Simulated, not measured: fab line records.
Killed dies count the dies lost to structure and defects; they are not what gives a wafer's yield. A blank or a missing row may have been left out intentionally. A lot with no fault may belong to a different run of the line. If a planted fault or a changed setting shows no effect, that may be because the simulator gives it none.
8D (eight disciplines) problem report, filled in by code	flow gf180mcu	the parts of the form that need people (team, actions taken, sign-off) are left out

## 1. THE PROBLEM
Mean DUAL_GATE_OXIDATION_00_THK at GF_DUAL_GATE_THK_MEAS_03: 12.34 nm over 9 wafers in 3 lots; fault-free wafers: 10.83 nm, standard deviation 0.21. Measured from the usual mean, that is +7.2 standard deviations.
First observed at day 11 02:46: wafer L993.4, on film-metro-02. Wafers with a number at this step in the record: 36, from 12 lots. Rule for "out" (also "out of limits"): further than 4 standard deviations from the usual mean. All remaining wafers that have a number are taken as sound.

## 2. WHAT IT IS; WHAT IT IS NOT
question	is	is not
which readings at this step	DUAL_GATE_OXIDATION_00_THK	-
which lots	L993, L994, L996	L103, L983, L984, L986, L987, L989, L990, L991, L992
which wafers of those lots	all that have a number	-
read on which gauges	film-metro-01, film-metro-02, film-metro-03	-
when	from day 11 02:46	up to then (24 sound wafers); but 3 sound wafers of L103 came after

## 3. WHAT RULES OUT EACH SUSPECT
Counting: a tool stays on the suspect list if, at a process step up to the reading, it processed all lots that are out and no sound lot following the first of them.
- the gauge at GF_DUAL_GATE_THK_MEAS_03 has been ruled out. Those wafers that are out were read across 3 gauges (film-metro-01, film-metro-02, film-metro-03).
- furnace-02 at GF_DUAL_GATE_OXIDATION_02 (stabilise 600 s, purge 300 s, target thk 10.887 nm): kept. All lots that are out passed through it, beginning with L993 at day 11 01:17, and no sound lot followed; its final sound lot before that point was L992 at day 10 16:45.
Left after counting: furnace-02 at GF_DUAL_GATE_OXIDATION_02.

## 4. THE CAUSE (what the simulator had put in)
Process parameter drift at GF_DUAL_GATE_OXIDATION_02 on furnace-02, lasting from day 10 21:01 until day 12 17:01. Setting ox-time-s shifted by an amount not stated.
The count eliminated every tool but this one.

## 5. THE EFFECT CHAIN, in route order
Each row: a reading whose mean over the struck wafers that have a number lies more than 3 standard deviations from the usual. Readings are gone through only where the record gives a usual standard deviation; hours: the median, over the lots, of the time from a lot's start at the first step in this table giving one to that lot's start at this step; sigmas: the change measured in usual standard deviations.
hours	step	reading	usual	on struck wafers	change	sigmas
0	GF_DUAL_GATE_THK_MEAS_03	DUAL_GATE_OXIDATION_00_THK	10.83 nm	12.34	+1.51	+7.2

## 6. HOW IT WOULD HAVE BEEN CAUGHT EARLIER
6 hours passed between the start of the fault at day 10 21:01 and the first reading out of limits at a measuring or inspecting step in this record, taken at day 11 02:46.
An alarm limit of 4 standard deviations would not have fired on the tool readings at GF_DUAL_GATE_OXIDATION_02 for which the record gives a usual standard deviation, since none of them was out on any struck wafer.
Among the 3 lots that are out, L994, L996 began GF_DUAL_GATE_OXIDATION_02 on furnace-02 after day 11 02:46. A hold on the tool at that time would have spared those 2.
